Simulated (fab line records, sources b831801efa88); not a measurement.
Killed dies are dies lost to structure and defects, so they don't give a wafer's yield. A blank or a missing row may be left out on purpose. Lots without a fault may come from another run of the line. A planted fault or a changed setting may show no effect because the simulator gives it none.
A struck lot beside a sound one | flow sky130 | 16 steps out of a route of 708
Sound: wafers L182.2, L182.5, L182.6. Struck: wafers L190.5, L190.6. (L190.1 of the same lot was not struck and is left out.) The cause comes at the end.
At each step with rows: each side's tool, then ch and its chambers, then its first start. Under that, the readings that differ: sound wafers | struck wafers | difference of the means | sigmas: that difference in standard deviations of wafers without a fault.
alike: readings whose means differ by less than 2 such deviations, and words and numbers that are the same on both sides. not compared: withheld readings, readings that some wafer has no value for, bounds like >300 that may hide the same value, and numbers for which the record gives no deviation and whose values overlap.
The two part at a step that has a row with sigmas, a row that says differs or no value, or rows on one side only. Numbers that don't overlap but have no deviation are shown without sigmas and don't part them. A reading that every wafer of one side lacks parts them only if that side has two wafers or more.

first, 1 step without rows for these wafers: SKY_POLY_CUT_DEVELOP_07 (develop time 60 s).
SKY_POLY_CUT_CD_MEAS_08: target cd 270 nm.
  sound on cd_sem-02, day 25 17:04; struck on cd_sem-02, day 29 04:45
  alike: cd_nm
SKY_POLY_CUT_OVL_MEAS_09:
  sound on overlay-01, day 25 17:11; struck on overlay-01, day 29 04:52
  alike: POLY_CUT_OVL
SKY_POLY_CUT_ETCH_10: etches BARC in N2/H2, stops on SiO2, time 45.9 s, target depth 60 nm.
  sound on rie_diel-03 ch 1,2,3, day 25 17:13; struck on rie_diel-03 ch 1,2, day 29 04:55
  alike: drypump_motor_current_A, oes_product_au, throttle_valve_pct
  not compared: rf_hours_counter_h
SKY_POLY_CUT_ETCH_11: etches Si3N4 in CF4/CH2F2/Ar, stops on poly-Si, time 42.5 s, target depth 60 nm.
  sound on rie_diel-03 ch 1,2,3, day 25 17:15; struck on rie_diel-03 ch 1,2, day 29 04:57
  alike: drypump_motor_current_A, oes_product_au, throttle_valve_pct
  not compared: rf_hours_counter_h
SKY_POLY_CUT_STRIP_12: strips in O2/N2.
  sound on plasma_asher-01 ch 0,1, day 25 17:17; struck on plasma_asher-02 ch 0,1, day 29 04:59
  alike: drypump_motor_current_A, oes_product_au, strip_time_to_endpoint_s
  not compared: rf_hours_counter_h
then, 6 steps without rows for these wafers: SKY_SD_P_DEHYDRATE_00 (time 60 s); SKY_SD_P_HMDS_01 (prime time 60 s); SKY_SD_P_COAT_02 (resist thk 1140 nm); SKY_SD_P_SOFTBAKE_03 (time 60 s); SKY_SD_P_EXPOSE_04 (exposes mask PSDM, target cd 380 nm); SKY_SD_P_PEB_05.
SKY_SD_P_DEVELOP_06: develop time 60 s.
  sound on litho_track-01 ch 0, day 26 22:40; struck on litho_track-04 ch 0, day 30 08:20
SKY_SD_P_CD_MEAS_07: target cd 380 nm.
  sound on cd_sem-02, day 26 22:49; struck on cd_sem-02, day 30 08:29
  reading    | sound             | struck      | difference | sigmas
  cd_nm (nm) | 379.8 382.3 383.8 | 370.8 373.4 | -9.9       | -4
SKY_SD_P_OVL_MEAS_08:
  sound on overlay-02, day 26 22:55; struck on overlay-01, day 30 08:36
  alike: SD_P_OVL
-- the record jumps here: 19 days lie between the struck wafers' starts before and after (it left off in module SD_P and takes up again in module PAD_OPEN, whose first step shown is number 708 of the route) --
SKY_PAD_OPEN_PROBE_99:
  sound on prober-02, day 46 22:53; struck on prober-01, day 49 02:46
  reading         | sound | struck | difference | sigmas
  killed_at_other | 0 0 0 | 3 0    | +2         | +3
  alike: killed_at_M0_to_M3, killed_at_M4_up, killed_at_contacts, killed_at_front_end, killed_dies, killed_open, killed_short

WHERE THEY PART
First at SKY_SD_P_CD_MEAS_07; last, within this record, at SKY_PAD_OPEN_PROBE_99.

WHY: what the simulator had put in
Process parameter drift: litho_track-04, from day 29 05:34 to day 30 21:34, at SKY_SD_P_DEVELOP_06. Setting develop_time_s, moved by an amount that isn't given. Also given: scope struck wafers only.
